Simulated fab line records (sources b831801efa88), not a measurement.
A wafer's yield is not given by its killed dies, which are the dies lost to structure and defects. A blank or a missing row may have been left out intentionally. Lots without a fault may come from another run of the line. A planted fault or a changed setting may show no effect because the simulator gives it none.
One fault seen from 2 desks ; flow sky130 ; what lay behind the numbers comes last; until then each desk has only its own

== DESK OF THE TOOL OWNER: litho_track-01 ==
The tool's own readings at SKY_LOCAL_INTERCONNECT_COAT_06 (resist thk 450 nm): means of the sampled wafers that have a number, for each lot that ran on this tool. Marked OUT: a lot whose mean sits more than 4 standard deviations from the usual mean, which makes it out of limits; the brackets give that distance.
Columns: A = exhaust_pa at SKY_LOCAL_INTERCONNECT_COAT_06, usual 44.8 Pa; B = spin_speed_rpm at SKY_LOCAL_INTERCONNECT_COAT_06, usual 3000.1 rpm
lot;first seen here;A;B
L111;day 31 16:00;44.8;2998.5
L113;day 32 11:00;45.8;3002.1
L116;day 33 04:00;45.0;3001.4
L114;day 33 08:00;44.3;2999.5
L119;day 34 03:00;45.7;3153.7 (+81) OUT
L122;day 34 20:00;43.7;3155.6 (+82) OUT
L123;day 35 08:00;44.0;3151.4 (+80) OUT
Finding of this desk: L119, L122, L123 out of limits; the first was L119 at day 34 03:00, on spin_speed_rpm at SKY_LOCAL_INTERCONNECT_COAT_06. L111, L113, L116, L114: within limits.

== AT THE METROLOGY DESK ==
What the gauges read, lot by lot, whatever tool the lot ran on: means of the sampled wafers that have a number. Marked OUT: a lot whose mean sits more than 4 standard deviations from the usual mean, which makes it out of limits; the brackets give that distance.
Columns: A = SD_N_RS at SKY_SD_N_RS_MEAS_16, usual 68.55 ohm/sq; B = cd_nm at SKY_LOCAL_INTERCONNECT_CD_MEAS_11, usual 169.5 nm
lot;first seen here;A;B
L108;day 28 06:20;68.67;171.4
L109;day 28 12:21;68.56;170.8
L110;day 28 16:12;68.52;169.5
L111;day 29 22:20;68.54;170.7
L113;day 30 17:17;68.71;167.8
L116;day 31 10:17;68.46;168.7
L114;day 31 12:58;68.44;170.0
L119;day 32 08:40;68.48;166.7
L122;day 33 01:46;68.43;170.6
L123;day 33 14:57;68.61;167.4
L128;day 34 20:03;68.58;169.3
L130;day 35 08:15;68.40;170.8
This desk's finding: nothing out of limits on any of the 12 lots.

== PUT TOGETHER ==
The tool owner's desk could have raised an alarm at day 34 03:00, on L119, L122, L123.
From the metrology desk's view, nothing was out of limits.
The metrology desk has L119, L122, L123 on record, within its limits.
The lots listed all ran SKY_LOCAL_INTERCONNECT_COAT_06 on litho_track-01.

== WHAT THE SIMULATOR HAD PUT IN ==
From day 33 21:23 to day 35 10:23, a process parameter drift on litho_track-01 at SKY_LOCAL_INTERCONNECT_COAT_06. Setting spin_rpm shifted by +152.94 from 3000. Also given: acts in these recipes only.
Lots struck among those shown: L119, L122, L123.
Each desk's first reading out of limits, in hours after the fault started: the tool owner's desk, 6.
